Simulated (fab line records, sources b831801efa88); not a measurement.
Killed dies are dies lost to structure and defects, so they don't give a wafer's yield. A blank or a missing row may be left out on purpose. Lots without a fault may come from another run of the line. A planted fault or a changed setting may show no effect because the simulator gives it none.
fab line records | flow sky130 | part 1 of 2: steps 1 to 24 of 34
record lots=5 wafers=15 last_day=50
route steps=708 shown METAL5@672 PASSIVATION@681 PAD_OPEN@694
lots that met no fault: from a run of the same line without faults
start_h: hours from the record's first day to the start of the lot's first wafer shown | wait_h: hours since the lot's step before | " the same as in the row above | L1.1+2: a row that stands for several wafers | - no value, or no start given | * or withheld: withheld | < > ~ a bound
route shown NAME@n: a module of which the file shows steps, and the number in the route of the first | usual: mean/standard deviation of fault-free wafers | same: alike in all rows | chamber/n: place in a boat | sites: the reading at each site | _std_site: their standard deviation | _edge_site: outer sites' mean less inner sites' | radius_mm: how far each site lies from the wafer's centre | mask NAME#n: copy n | behind: the tool/chamber that last shaped the wafer | hold: why the lot was held/for how many hours/how that ended | device: the transistor (n, p or np) that didn't switch | end of line: the same wafers' tests at the end of the route | a step without rows: its recipe alone | killed: dies lost to structure and defects at the first sort, not the wafer's yield | map: a wafer's dies, x killed, . not, _ none there
set.NAME: the setting as run; set.NAME@STEP: as run at that earlier step | model.NAME: the simulator's own value behind a step, which no gauge read
lots at some steps of the route; a table a step, a row a wafer
services: from which hour (start_h, from the record's first day; less than 0 if before it) a tool's chamber was out of use, for how many hours, and why
## steps
# step SKY_METAL5_EXPOSE_11
# recipe mask_id=MM5 na=0.6 source_shape=conventional sigma_outer=0.6 polarization=unpolarized target_cd_nm=1600 dose_mj=190
# same na=0.6 sigma_outer=0.6
# columns lot.wafer tool chamber start_h wait_h mask
L075.1+4+5 iline_stepper-01 0 - - MM5#0
L074.2+4+5 iline_stepper-01 0 - - MM5#0
L085.2+3+4 iline_stepper-02 0 - - MM5#0
L088.1+4+6 iline_stepper-01 0 - - MM5#0
L097.2+4+6 iline_stepper-02 0 - - MM5#0
# step SKY_METAL5_PEB_12
# recipe temp_c=withheld time_s=* resist=NOVOLAK
# usual chill_plate_temp_C=*
# same time_s=*
# columns lot.wafer tool chamber start_h wait_h chill_plate_temp_C
L075.1 litho_track-04 0 - - *
L075.4 " 0 " " *
L075.5 " 0 " " *
L074.2 litho_track-01 0 - - *
L074.4 " 0 " " *
L074.5 " 0 " " *
L085.2 litho_track-01 0 - - *
L085.3 " 0 " " *
L085.4 " 0 " " *
L088.1 litho_track-04 0 - - *
L088.4 " 0 " " *
L088.6 " 0 " " *
L097.2 litho_track-03 0 - - *
L097.4 " 0 " " *
L097.6 " 0 " " *
# step SKY_METAL5_DEVELOP_13
# recipe resist=NOVOLAK developer=TMAH develop_time_s=60 dev_temp_c=23
# usual chill_plate_temp_C=23.02/0.12
# columns lot.wafer tool chamber start_h wait_h chill_plate_temp_C
L075.1 litho_track-04 0 1030.06 0.1 23.12
L075.4 " 0 " " 22.99
L075.5 " 0 " " 23.18
L074.2 litho_track-01 0 1034.95 0.1 22.73
L074.4 " 0 " " 22.91
L074.5 " 0 " " 22.94
L085.2 litho_track-01 0 1099.30 0.1 22.82
L085.3 " 0 " " 22.69
L085.4 " 0 " " 22.81
L088.1 litho_track-04 0 1120.36 0.1 23.09
L088.4 " 0 " " 23.07
L088.6 " 0 " " 23.13
L097.2 litho_track-03 0 1164.33 0.1 23.01
L097.4 " 0 " " 23.14
L097.6 " 0 " " 23.11
# step SKY_METAL5_DESCUM_14
# recipe chemistry=O2 source_power_w=150 bias_power_w=0 pressure_mtorr=10 temp_c=40 time_s=11
# usual drypump_motor_current_A=5.6/0.4 oes_product_au=1.000/0.0078
# same bias_power_w=0 time_s=11
# columns lot.wafer tool chamber start_h wait_h drypump_motor_current_A oes_product_au rf_hours_counter_h
L075.1 rie_metal-02 0 1030.21 0.1 5.9 1.005 11
L075.4 " 1 " " 6.0 1.004 -
L075.5 " 1 " " 6.0 1.003 -
L074.2 rie_metal-02 1 1035.07 0.1 6.0 1.000 15
L074.4 " 0 " " 6.0 0.985 -
L074.5 " 0 " " 5.9 0.995 -
L085.2 rie_metal-03 1 1099.42 0.1 5.0 1.010 5
L085.3 " 0 " " 5.8 0.994 -
L085.4 " 1 " " 5.1 1.002 -
L088.1 rie_metal-01 0 1120.51 0.1 5.2 1.004 25
L088.4 " 0 " " 5.2 1.007 -
L088.6 " 0 " " 5.2 1.010 -
L097.2 rie_metal-01 1 1164.45 0.1 6.1 0.990 20
L097.4 " 1 " " 6.0 0.994 -
L097.6 " 1 " " 6.0 1.010 -
# step SKY_METAL5_METAL_ETCH_15
# recipe target_depth_a=12600 stop_on=SiO2 over_etch_frac=0.2 time_s=261.4 chemistry=Cl2/BCl3 resist_sidewall_deg=86 pressure_mtorr=10 icp_w=900 bias_w=48.5 Cl2_flow_sccm=60 bcl3_flow_sccm=30
# usual drypump_motor_current_A=5.6/0.4 mfc_cl2_sccm=60.02/0.18 oes_product_au=0.893/0.0055 throttle_valve_pct=22.264/0.0092
# same time_s=261.4
# columns lot.wafer tool chamber start_h wait_h drypump_motor_current_A mfc_cl2_sccm oes_product_au rf_hours_counter_h throttle_valve_pct
L075.1 rie_metal-02 0 1030.24 0.0 5.9 60.30 0.893 11 22.270
L075.4 " 1 " " 6.0 60.42 0.900 - 22.268
L075.5 " 1 " " 6.0 60.46 0.892 - 22.269
L074.2 rie_metal-02 1 1035.11 0.0 6.0 60.07 0.888 15 22.260
L074.4 " 0 " " 5.9 60.01 0.891 - 22.243
L074.5 " 0 " " 6.0 60.18 0.894 - 22.254
L085.2 rie_metal-03 1 1099.46 0.0 5.1 59.74 0.891 5 22.260
L085.3 " 0 " " 5.8 59.88 0.896 - 22.275
L085.4 " 1 " " 5.1 59.84 0.894 - 22.252
L088.1 rie_metal-01 0 1120.54 0.0 5.2 59.96 0.893 25 22.253
L088.4 " 0 " " 5.3 60.17 0.894 - 22.257
L088.6 " 0 " " 5.2 59.95 0.896 - 22.253
L097.2 rie_metal-01 1 1164.49 0.0 6.1 59.93 0.896 20 22.257
L097.4 " 1 " " 6.1 60.06 0.886 - 22.275
L097.6 " 1 " " 6.1 59.94 0.893 - 22.268
# step SKY_METAL5_STRIP_16
# recipe chemistry=O2/N2 power_w=1400 pressure_mtorr=1500 platen_temp_c=withheld o2_flow_sccm=3000 n2_flow_sccm=300 overash_fraction=0.5
# usual drypump_motor_current_A=5.6/0.61 oes_product_au=0.711/0.0049 strip_time_to_endpoint_s=12.77/0.073
# columns lot.wafer tool chamber start_h wait_h drypump_motor_current_A oes_product_au rf_hours_counter_h strip_time_to_endpoint_s
L075.1 plasma_asher-04 0 1030.48 0.2 6.0 0.716 29 12.64
L075.4 " 1 " " 4.9 0.704 - 12.68
L075.5 " 0 " " 6.0 0.703 - 12.68
L074.2 plasma_asher-01 1 1035.34 0.2 6.1 0.702 57 12.69
L074.4 " 1 " " 6.1 0.711 - 12.78
L074.5 " 1 " " 6.1 0.708 - 12.79
L085.2 plasma_asher-04 0 1099.69 0.2 6.0 0.710 36 12.79
L085.3 " 1 " " 4.9 0.700 - 12.78
L085.4 " 0 " " 6.0 0.703 - 12.80
L088.1 plasma_asher-04 0 1120.78 0.2 6.0 0.714 38 12.77
L088.4 " 0 " " 6.0 0.703 - 12.78
L088.6 " 1 " " 4.9 0.705 - 12.78
L097.2 plasma_asher-04 1 1164.72 0.2 4.9 0.711 42 12.80
L097.4 " 0 " " 6.0 0.711 - 12.81
L097.6 " 0 " " 6.0 0.705 - 12.79
# step SKY_METAL5_STRIP_17
# recipe chemistry=post_etch_residue_remover time_s=1200 temp_c=72.5
# same time_s=1200
# columns lot.wafer tool chamber start_h wait_h
L075.1+4+5 wet_bench-01 2 1030.63 0.1
L074.2+4+5 wet_bench-03 2 1035.46 0.1
L085.2+3+4 wet_bench-04 2 1099.79 0.1
L088.1+4+6 wet_bench-03 2 1120.99 0.2
L097.2+4+6 wet_bench-03 2 1164.82 0.1
# step SKY_METAL5_CLEAN_18
# recipe chemistry=IPA time_s=180 temp_c=25
# same time_s=180
# columns lot.wafer tool chamber start_h wait_h
L075.1+4+5 wet_bench-01 2 1031.01 0.0
L074.2+4+5 wet_bench-04 2 1035.84 0.0
L085.2+3+4 wet_bench-01 1 1100.13 0.0
L088.1+4+6 wet_bench-04 2 1121.40 0.0
L097.2+4+6 wet_bench-01 1 1165.16 0.0
# step SKY_METAL5_CLEAN_19
# recipe chemistry=O3/DIW dry=n2_spin
# columns lot.wafer tool chamber start_h wait_h
L075.1+4+5 wet_bench-04 0 1031.08 0.0
L074.2+4+5 wet_bench-03 3 1035.96 0.0
L085.2+3+4 wet_bench-01 3 1100.20 0.0
L088.1+4+6 wet_bench-04 2 1121.45 0.0
L097.2+4+6 wet_bench-03 2 1165.22 0.0
# step SKY_PASSIVATION_CVD_00
# recipe material=SiO2 target_thk_nm=90 temp_c=400 time_s=withheld rf_w=600
# usual heater_power_w=681/96
# columns lot.wafer tool chamber start_h wait_h heater_power_w
L075.1 pecvd-04 0 1031.28 0.0 739
L075.4 " 0 " " 755
L075.5 " 0 " " 731
L074.2 pecvd-01 1 1036.06 0.0 660
L074.4 " 0 " " 695
L074.5 " 0 " " 693
L085.2 pecvd-04 1 1100.30 0.0 871
L085.3 " 0 " " 706
L085.4 " 2 " " 741
L088.1 pecvd-02 1 1121.55 0.0 572
L088.4 " 1 " " 575
L088.6 " 0 " " 563
L097.2 pecvd-01 1 1165.31 0.0 640
L097.4 " 1 " " 639
L097.6 " 0 " " 683
# step SKY_PASSIVATION_THK_MEAS_01
# recipe reads=SiO2_of_PASSIVATION_CVD_00
# usual PASSIVATION_CVD_00_THK=89.9/1.1
# columns lot.wafer tool chamber start_h wait_h PASSIVATION_CVD_00_THK[nm]
L075.1 film_metro-02 - 1031.31 - 88.7
L075.4 " - " " 91.4
L075.5 " - " " 91.2
L074.2 film_metro-02 - 1036.11 - 89.7
L074.4 " - " " 91.3
L074.5 " - " " 91.0
L085.2 film_metro-02 - 1100.33 - 87.2
L085.3 " - " " 87.9
L085.4 " - " " 90.3
L088.1 film_metro-02 - 1121.57 - 89.7
L088.4 " - " " 90.3
L088.6 " - " " 90.3
L097.2 film_metro-01 - 1165.35 - 90.5
L097.4 " - " " 91.6
L097.6 " - " " 91.3
# step SKY_PASSIVATION_CVD_02
# recipe material=Si3N4 target_thk_nm=540 temp_c=400 time_s=withheld rf_w=450
# usual heater_power_w=731/100
# columns lot.wafer tool chamber start_h wait_h heater_power_w
L075.1 pecvd-02 0 1031.37 0.1 767
L075.4 " 0 " " 623
L075.5 " 1 " " 595
L074.2 pecvd-04 1 1036.16 0.0 816
L074.4 " 0 " " 789
L074.5 " 1 " " 891
L085.2 pecvd-02 2 1100.38 0.0 623
L085.3 " 0 " " 711
L085.4 " 0 " " 738
L088.1 pecvd-02 2 1121.63 0.1 584
L088.4 " 1 " " 554
L088.6 " 0 " " 738
L097.2 pecvd-02 2 1165.40 0.0 640
L097.4 " 0 " " 763
L097.6 " 2 " " 676
# step SKY_PASSIVATION_THK_MEAS_03
# recipe reads=Si3N4_of_PASSIVATION_CVD_02
# usual PASSIVATION_CVD_02_THK=540/7
# columns lot.wafer tool chamber start_h wait_h PASSIVATION_CVD_02_THK[nm]
L075.1 film_metro-03 - 1031.71 - 535
L075.4 " - " " 548
L075.5 " - " " 549
L074.2 film_metro-02 - 1036.39 - 535
L074.4 " - " " 542
L074.5 " - " " 544
L085.2 film_metro-02 - 1100.66 - 545
L085.3 " - " " 541
L085.4 " - " " 542
L088.1 film_metro-03 - 1121.85 - 540
L088.4 " - " " 545
L088.6 " - " " 554
L097.2 film_metro-01 - 1165.63 - 539
L097.4 " - " " 535
L097.6 " - " " 550
# step SKY_PASSIVATION_DEHYDRATE_04
# recipe temp_c=200 time_s=60
# usual chill_plate_temp_C=23.02/0.11 plate_temp_C=200.01/0.16
# same time_s=60
# columns lot.wafer tool chamber start_h wait_h chill_plate_temp_C plate_temp_C
L075.1 litho_track-01 0 1042.12 10.4 22.96 199.72
L075.4 " 0 " " 23.19 199.73
L075.5 " 0 " " 23.12 199.65
L074.2 litho_track-01 0 1047.20 10.8 23.02 200.00
L074.4 " 0 " " 23.12 200.27
L074.5 " 0 " " 22.95 200.18
L085.2 litho_track-02 0 1110.26 9.6 22.83 200.30
L085.3 " 0 " " 22.74 200.08
L085.4 " 0 " " 22.85 200.18
L088.1 litho_track-03 0 1129.70 7.8 22.90 200.02
L088.4 " 0 " " 22.97 199.94
L088.6 " 0 " " 23.01 199.68
L097.2 litho_track-01 0 1173.75 8.1 23.12 200.02
L097.4 " 0 " " 23.07 199.94
L097.6 " 0 " " 23.19 200.18
# step SKY_PASSIVATION_HMDS_05
# recipe prime_time_s=60 prime_temp_c=120
# usual chill_plate_temp_C=22.99/0.1
# columns lot.wafer tool chamber start_h wait_h chill_plate_temp_C
L075.1 litho_track-01 0 1042.27 0.1 22.92
L075.4 " 0 " " 22.88
L075.5 " 0 " " 23.03
L074.2 litho_track-01 0 1047.35 0.1 23.03
L074.4 " 0 " " 23.12
L074.5 " 0 " " 22.95
L085.2 litho_track-02 0 1110.41 0.1 22.67
L085.3 " 0 " " 22.87
L085.4 " 0 " " 22.78
L088.1 litho_track-03 0 1129.85 0.1 23.14
L088.4 " 0 " " 22.86
L088.6 " 0 " " 22.98
L097.2 litho_track-01 0 1173.90 0.1 22.97
L097.4 " 0 " " 22.96
L097.6 " 0 " " 23.13
# step SKY_PASSIVATION_COAT_06
# recipe spin_rpm=2000 resist_thk_nm=3000
# usual chill_plate_temp_C=22.99/0.11
# columns lot.wafer tool chamber start_h wait_h chill_plate_temp_C
L075.1 litho_track-01 0 1042.42 0.1 23.18
L075.4 " 0 " " 23.06
L075.5 " 0 " " 23.05
L074.2 litho_track-01 0 1047.50 0.1 23.08
L074.4 " 0 " " 23.02
L074.5 " 0 " " 23.26
L085.2 litho_track-02 0 1110.56 0.1 22.90
L085.3 " 0 " " 22.74
L085.4 " 0 " " 22.94
L088.1 litho_track-03 0 1130.00 0.1 23.02
L088.4 " 0 " " 23.12
L088.6 " 0 " " 22.98
L097.2 litho_track-01 0 1174.05 0.1 23.12
L097.4 " 0 " " 23.00
L097.6 " 0 " " 22.87
# step SKY_PASSIVATION_SOFTBAKE_07
# recipe temp_c=110 time_s=withheld
# usual chill_plate_temp_C=23.00/0.1 plate_temp_C=109.99/0.13
# columns lot.wafer tool chamber start_h wait_h chill_plate_temp_C plate_temp_C
L075.1 litho_track-01 0 1042.57 0.1 22.75 109.86
L075.4 " 0 " " 22.98 109.90
L075.5 " 0 " " 22.92 109.86
L074.2 litho_track-01 0 1047.66 0.1 22.97 110.02
L074.4 " 0 " " 22.98 110.01
L074.5 " 0 " " 23.09 109.99
L085.2 litho_track-02 0 1110.72 0.1 23.05 109.99
L085.3 " 0 " " 23.00 110.15
L085.4 " 0 " " 23.07 109.69
L088.1 litho_track-03 0 1130.15 0.1 23.02 109.82
L088.4 " 0 " " 22.99 109.98
L088.6 " 0 " " 22.99 110.01
L097.2 litho_track-01 0 1174.21 0.1 22.92 110.12
L097.4 " 0 " " 22.96 109.84
L097.6 " 0 " " 22.83 110.10
# step SKY_PASSIVATION_EXPOSE_08
# recipe mask_id=NSM target_cd_nm=3000 na=0.57 dose_mj=260
# same na=0.57
# columns lot.wafer tool chamber start_h wait_h mask
L075.1+4+5 iline_stepper-02 0 - - NSM#0
L074.2+4+5 iline_stepper-01 0 - - NSM#0
L085.2+3+4 iline_stepper-02 0 - - NSM#0
L088.1+4+6 iline_stepper-01 0 - - NSM#0
L097.2+4+6 iline_stepper-02 0 - - NSM#0
# step SKY_PASSIVATION_PEB_09
# recipe temp_c=115 time_s=withheld
# usual chill_plate_temp_C=23.00/0.12 plate_temp_C=115.02/0.13
# columns lot.wafer tool chamber start_h wait_h chill_plate_temp_C plate_temp_C
L075.1 litho_track-01 0 - - 22.93 114.77
L075.4 " 0 " " 23.13 114.89
L075.5 " 0 " " 23.10 115.10
L074.2 litho_track-01 0 - - 23.10 114.82
L074.4 " 0 " " 23.21 114.91
L074.5 " 0 " " 23.16 114.65
L085.2 litho_track-01 0 - - 22.84 115.00
L085.3 " 0 " " 22.90 115.31
L085.4 " 0 " " 22.97 115.19
L088.1 litho_track-03 0 - - 23.08 115.08
L088.4 " 0 " " 23.00 114.84
L088.6 " 0 " " 22.97 114.85
L097.2 litho_track-03 0 - - 23.00 115.20
L097.4 " 0 " " 22.93 115.22
L097.6 " 0 " " 23.13 115.06
# step SKY_PASSIVATION_DEVELOP_10
# recipe develop_time_s=60 dev_temp_c=23
# usual chill_plate_temp_C=22.99/0.11
# columns lot.wafer tool chamber start_h wait_h chill_plate_temp_C
L075.1 litho_track-01 0 - - 22.94
L075.4 " 0 " " 23.07
L075.5 " 0 " " 23.15
L074.2 litho_track-01 0 - - 22.89
L074.4 " 0 " " 23.03
L074.5 " 0 " " 22.94
L085.2 litho_track-01 0 - - 22.94
L085.3 " 0 " " 22.97
L085.4 " 0 " " 23.06
L088.1 litho_track-03 0 - - 22.88
L088.4 " 0 " " 22.97
L088.6 " 0 " " 22.93
L097.2 litho_track-03 0 - - 22.99
L097.4 " 0 " " 22.96
L097.6 " 0 " " 22.95
# step SKY_PASSIVATION_ETCH_11
# recipe chemistry=CF4/O2 target_depth_nm=725 stop_on=AlCu source_w=800 bias_w=150 pressure_mtorr=150 cf4_flow_sccm=80 O2_flow_sccm=10 time_s=161.1
# usual cf4_flow_sccm=80.00/0.24 drypump_motor_current_A=5.8/0.49 oes_product_au=0.978/0.0065 throttle_valve_pct=5.965/0.0093
# same time_s=161.1
# columns lot.wafer tool chamber start_h wait_h cf4_flow_sccm drypump_motor_current_A oes_product_au rf_hours_counter_h throttle_valve_pct
L075.1 rie_diel-02 1 1053.07 - 80.03 6.0 0.973 7 5.947
L075.4 " 0 " " 79.78 5.8 0.980 - 5.966
L075.5 " 2 " " 79.71 5.2 0.971 - 5.952
L074.2 rie_diel-02 0 1056.92 - 79.98 5.7 0.970 15 5.961
L074.4 " 1 " " 79.59 6.0 0.980 - 5.955
L074.5 " 0 " " 80.27 5.8 0.977 - 5.967
L085.2 rie_diel-02 0 1120.57 - 79.97 5.8 0.984 18 5.978
L085.3 " 2 " " 80.38 5.2 0.983 18 5.966
L085.4 " 1 " " 80.09 6.0 0.993 9 5.972
L088.1 rie_diel-01 3 1140.40 - 80.01 5.1 0.980 15 5.965
L088.4 " 3 " " 80.41 5.1 0.983 - 5.968
L088.6 " 0 " " 79.98 6.5 0.983 - 5.983
L097.2 rie_diel-04 1 1182.10 - 80.29 6.0 0.982 30 5.957
L097.4 " 3 " " 79.86 6.6 0.971 30 5.965
L097.6 " 2 " " 79.88 5.1 0.985 - 5.970
# step SKY_PASSIVATION_STRIP_12
# recipe chemistry=O2/N2 power_w=1400 pressure_mtorr=1500 platen_temp_c=withheld overash_fraction=0.7 o2_flow_sccm=3000 n2_flow_sccm=300
# usual drypump_motor_current_A=5.7/0.52 oes_product_au=0.660/0.0046 strip_time_to_endpoint_s=31.47/0.13
# columns lot.wafer tool chamber start_h wait_h drypump_motor_current_A oes_product_au rf_hours_counter_h strip_time_to_endpoint_s
L075.1 plasma_asher-03 0 1053.18 0.1 4.9 0.654 123 31.63
L075.4 " 0 " " 4.9 0.666 - 31.59
L075.5 " 1 " " 5.9 0.668 - 31.80
L074.2 plasma_asher-02 0 1057.03 0.1 5.6 0.656 97 31.38
L074.4 " 1 " " 5.4 0.664 - 31.43
L074.5 " 1 " " 5.4 0.655 - 31.37
L085.2 plasma_asher-03 1 1120.68 0.1 5.9 0.651 6 31.46
L085.3 " 0 " " 4.9 0.662 - 31.45
L085.4 " 1 " " 5.9 0.666 - 31.45
L088.1 plasma_asher-02 1 1140.51 0.1 5.4 0.662 104 31.63
L088.4 " 0 " " 5.6 0.664 - 31.61
L088.6 " 0 " " 5.6 0.659 - 31.51
L097.2 plasma_asher-03 0 1182.21 0.1 4.9 0.661 12 31.40
L097.4 " 1 " " 5.9 0.662 - 31.55
L097.6 " 1 " " 5.9 0.663 - 31.45
# step SKY_PAD_OPEN_DEHYDRATE_00
# recipe temp_c=200 time_s=60
# usual chill_plate_temp_C=22.99/0.1 plate_temp_C=199.96/0.17
# same time_s=60
# columns lot.wafer tool chamber start_h wait_h chill_plate_temp_C plate_temp_C
L075.1 litho_track-01 0 1062.57 9.4 22.97 200.06
L075.4 " 0 " " 22.91 200.24
L075.5 " 0 " " 22.97 200.20
L074.2 litho_track-04 0 1069.04 12.0 22.96 200.08
L074.4 " 0 " " 22.97 199.89
L074.5 " 0 " " 23.13 199.79
L085.2 litho_track-02 0 1128.31 7.6 23.14 199.93
L085.3 " 0 " " 23.14 200.08
L085.4 " 0 " " 23.22 200.11
L088.1 litho_track-01 0 1147.87 7.3 23.01 199.74
L088.4 " 0 " " 22.95 200.02
L088.6 " 0 " " 23.05 200.10
L097.2 litho_track-02 0 1189.31 7.1 22.87 199.85
L097.4 " 0 " " 23.13 199.72
L097.6 " 0 " " 23.00 199.56
# step SKY_PAD_OPEN_HMDS_01
# recipe prime_time_s=60 prime_temp_c=120
# usual chill_plate_temp_C=22.98/0.11
# columns lot.wafer tool chamber start_h wait_h chill_plate_temp_C
L075.1 litho_track-01 0 1062.72 0.1 23.01
L075.4 " 0 " " 22.94
L075.5 " 0 " " 22.83
L074.2 litho_track-04 0 1069.19 0.1 23.06
L074.4 " 0 " " 22.80
L074.5 " 0 " " 22.95
L085.2 litho_track-02 0 1128.46 0.1 23.19
L085.3 " 0 " " 23.20
L085.4 " 0 " " 22.94
L088.1 litho_track-01 0 1148.02 0.1 23.18
L088.4 " 0 " " 23.12
L088.6 " 0 " " 23.00
L097.2 litho_track-02 0 1189.46 0.1 22.88
L097.4 " 0 " " 23.02
L097.6 " 0 " " 22.99
